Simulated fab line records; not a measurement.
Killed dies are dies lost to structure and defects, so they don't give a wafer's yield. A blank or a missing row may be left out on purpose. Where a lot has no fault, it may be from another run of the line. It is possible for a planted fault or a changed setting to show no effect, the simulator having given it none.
Which tool is to blame?    flow gf180mcu    13 lots with 39 wafers sampled at 5 steps, on a route of 602 steps

== WHAT THE GAUGES SHOWED, per wafer ==
GF_V3_THK_MEAS_01. Usual: V3_CVD_00_THK typically reads 601 nm, with standard deviation 5.1.
lot   measured      on             V3_CVD_00_THK (nm)  flag
L765  day 21 14:15  film_metro-04  592 597 601         
L766  day 22 00:17  film_metro-01  612 605 603         
L769  day 22 17:53  film_metro-04  594 602 595         
L770  day 23 02:14  film_metro-04  601 599 601         
L771  day 23 08:16  film_metro-02  604 596 602         
L772  day 24 02:20  film_metro-04  592 601 605         
L773  day 24 12:01  film_metro-04  604 608 601         
L774  day 24 17:01  film_metro-02  599 604 599         
L775  day 25 01:44  film_metro-02  601 590 600         
L779  day 26 13:55  film_metro-04  597 598 604         
L783  day 27 13:52  film_metro-01  301 300 302         OFF
L786  day 28 07:40  film_metro-02  297 299 293         OFF
L788  day 28 18:22  film_metro-04  601 612 606         

GF_V3_BOW_MEAS_05. Usual: V3_BOW typically reads 115 um, with standard deviation 9.3.
lot   measured      on             V3_BOW (um)  flag
L765  day 21 14:46  film_metro-04  114 120 126  
L766  day 22 00:46  film_metro-01  114 97 112   
L769  day 22 18:22  film_metro-02  129 130 124  
L770  day 23 02:53  film_metro-04  112 122 116  
L771  day 23 08:46  film_metro-01  121 114 124  
L772  day 24 02:56  film_metro-04  118 123 122  
L773  day 24 12:31  film_metro-01  112 114 115  
L774  day 24 17:34  film_metro-02  112 118 102  
L775  day 25 02:14  film_metro-02  122 112 104  
L779  day 26 14:24  film_metro-02  100 112 103  
L783  day 27 14:23  film_metro-02  103 101 101  
L786  day 28 08:10  film_metro-01  110 114 113  
L788  day 28 18:53  film_metro-04  132 130 132  

== WHAT TOOL EACH LOT RAN ON (gives the tool, then ch and the chambers of the sampled wafers, and finally the start) ==
lot   GF_V2_ETCH_16                       GF_V2_STRIP_18                        GF_V3_CVD_00
L765  rie_diel-04 ch 1,2,3, day 20 12:08  plasma_asher-01 ch 0,1, day 20 12:17  hdpcvd-02 ch 0,1, day 21 14:10
L766  rie_diel-03 ch 0,1,2, day 20 21:40  plasma_asher-01 ch 0,1, day 20 21:48  hdpcvd-01 ch 0,1,2, day 22 00:13
L769  rie_diel-04 ch 1,3, day 21 15:32    plasma_asher-02 ch 0,1, day 21 15:40  hdpcvd-02 ch 0,1,2, day 22 17:49
L770  rie_diel-03 ch 0,3, day 22 01:07    plasma_asher-02 ch 0,1, day 22 01:17  hdpcvd-02 ch 0,1,2, day 23 02:10
L771  rie_diel-04 ch 1,3, day 22 06:50    plasma_asher-04 ch 1, day 22 06:58    hdpcvd-02 ch 0,1,2, day 23 08:11
L772  rie_diel-04 ch 1,2, day 23 01:10    plasma_asher-01 ch 0,1, day 23 01:18  hdpcvd-01 ch 0,2, day 24 02:16
L773  rie_diel-02 ch 2,3, day 23 11:14    plasma_asher-04 ch 0, day 23 11:22    hdpcvd-01 ch 0,1,2, day 24 11:57
L774  rie_diel-04 ch 0,1,3, day 23 16:19  plasma_asher-01 ch 0,1, day 23 16:27  hdpcvd-01 ch 0,1,2, day 24 16:57
L775  rie_diel-03 ch 2,3, day 24 01:17    plasma_asher-02 ch 1, day 24 01:24    hdpcvd-01 ch 0,1,2, day 25 01:40
L779  rie_diel-02 ch 2,3, day 25 14:29    plasma_asher-01 ch 0, day 25 14:37    hdpcvd-02 ch 0,2, day 26 13:50
L783  rie_diel-04 ch 0,1,2, day 26 15:17  plasma_asher-02 ch 0,1, day 26 15:25  hdpcvd-01 ch 1,2, day 27 13:48
L786  rie_diel-04 ch 1,2,3, day 27 08:40  plasma_asher-02 ch 0, day 27 08:48    hdpcvd-01 ch 0,1, day 28 07:35
L788  rie_diel-04 ch 0,3, day 27 20:49    plasma_asher-04 ch 0,1, day 27 20:59  hdpcvd-02 ch 0,1,2, day 28 18:17
- GF_V2_ETCH_16: etches BARC in N2/H2.
- GF_V2_STRIP_18: strips in O2/N2.
- GF_V3_CVD_00: deposits SiO2, target thk 600 nm, time 100 s.

== AS READ BY THE TOOLS THEMSELVES (means over the sampled wafers that have a number; for cases with no such wafer, the mark the record gives instead) ==
GF_V2_ETCH_16. Usual: drypump_motor_current_A 5.4 A, standard deviation 0.52; oes_product_au 0.855 a.u., standard deviation 0.0051; throttle_valve_pct 13.225 %, standard deviation 0.0086.
lot   tool         drypump_motor_current_A (A)  oes_product_au (a.u.)  throttle_valve_pct (%)  flag
L765  rie_diel-04  5.2                          0.855                  13.233                  
L766  rie_diel-03  5.8                          0.856                  13.225                  
L769  rie_diel-04  5.0                          0.856                  13.227                  
L770  rie_diel-03  6.2                          0.856                  13.221                  
L771  rie_diel-04  5.2                          0.850                  13.227                  
L772  rie_diel-04  5.3                          0.861                  13.227                  
L773  rie_diel-02  5.6                          0.856                  13.222                  
L774  rie_diel-04  5.1                          0.859                  13.222                  
L775  rie_diel-03  5.6                          0.860                  13.229                  
L779  rie_diel-02  5.6                          0.858                  13.226                  
L783  rie_diel-04  5.2                          0.856                  13.232                  
L786  rie_diel-04  5.2                          0.856                  13.224                  
L788  rie_diel-04  5.0                          0.851                  13.226                  

GF_V2_STRIP_18. Usual: drypump_motor_current_A 5.9 A, standard deviation 0.45; heater_power_w 331 W, standard deviation 19; oes_product_au 0.593 a.u., standard deviation 0.0052.
lot   tool             drypump_motor_current_A (A)  heater_power_w (W)  oes_product_au (a.u.)  flag
L765  plasma_asher-01  5.9                          313                 0.597                  
L766  plasma_asher-01  5.9                          316                 0.594                  
L769  plasma_asher-02  6.4                          326                 0.591                  
L770  plasma_asher-02  6.1                          349                 0.592                  
L771  plasma_asher-04  5.8                          355                 0.592                  
L772  plasma_asher-01  5.5                          318                 0.593                  
L773  plasma_asher-04  5.8                          326                 0.588                  
L774  plasma_asher-01  5.6                          320                 0.594                  
L775  plasma_asher-02  6.7                          313                 0.592                  
L779  plasma_asher-01  6.2                          311                 0.595                  
L783  plasma_asher-02  6.1                          347                 0.597                  
L786  plasma_asher-02  5.8                          355                 0.594                  
L788  plasma_asher-04  5.8                          338                 0.594                  

GF_V3_CVD_00. Usual: sih4_flow_sccm at 60.01 sccm, with a standard deviation of 0.17.
lot   tool       sih4_flow_sccm (sccm)  flag
L765  hdpcvd-02  60.08                  
L766  hdpcvd-01  60.11                  
L769  hdpcvd-02  59.85                  
L770  hdpcvd-02  60.01                  
L771  hdpcvd-02  60.13                  
L772  hdpcvd-01  60.00                  
L773  hdpcvd-01  60.01                  
L774  hdpcvd-01  59.95                  
L775  hdpcvd-01  59.99                  
L779  hdpcvd-02  60.16                  
L783  hdpcvd-01  29.92                  OFF
L786  hdpcvd-01  29.99                  OFF
L788  hdpcvd-02  60.09                  

== THE ANSWER, worked out from the rows above alone ==
Rule: a lot counts as off when the mean over its wafers that have a number is more than 3 standard deviations away from the usual mean. Also off: a lot with no number at a reading for which 4 or more lots have one. Where the step has rows for the other lots, those lots are counted as sound. The gauges are gone through in route order, then the tools' own readings, and for those a lot's mean is taken as printed above. At the first step where some lot is off, the reading lying furthest off is the one used; lots without a number count as furthest.
Off: L783, L786, at GF_V3_THK_MEAS_01 (V3_CVD_00_THK).
A tool fits if, at a process step before that reading, it ran every lot that is off, and no sound lot after the first of them. The gauges at GF_V3_THK_MEAS_01 aren't tried: what is off there is off at GF_V3_CVD_00 too, on other tools, and a gauge's error can't cause that. This does not decide it: 2 tools fit, namely plasma_asher-02 at GF_V2_STRIP_18 and hdpcvd-01 at GF_V3_CVD_00.

== WHAT THE SIMULATOR PUT IN ==
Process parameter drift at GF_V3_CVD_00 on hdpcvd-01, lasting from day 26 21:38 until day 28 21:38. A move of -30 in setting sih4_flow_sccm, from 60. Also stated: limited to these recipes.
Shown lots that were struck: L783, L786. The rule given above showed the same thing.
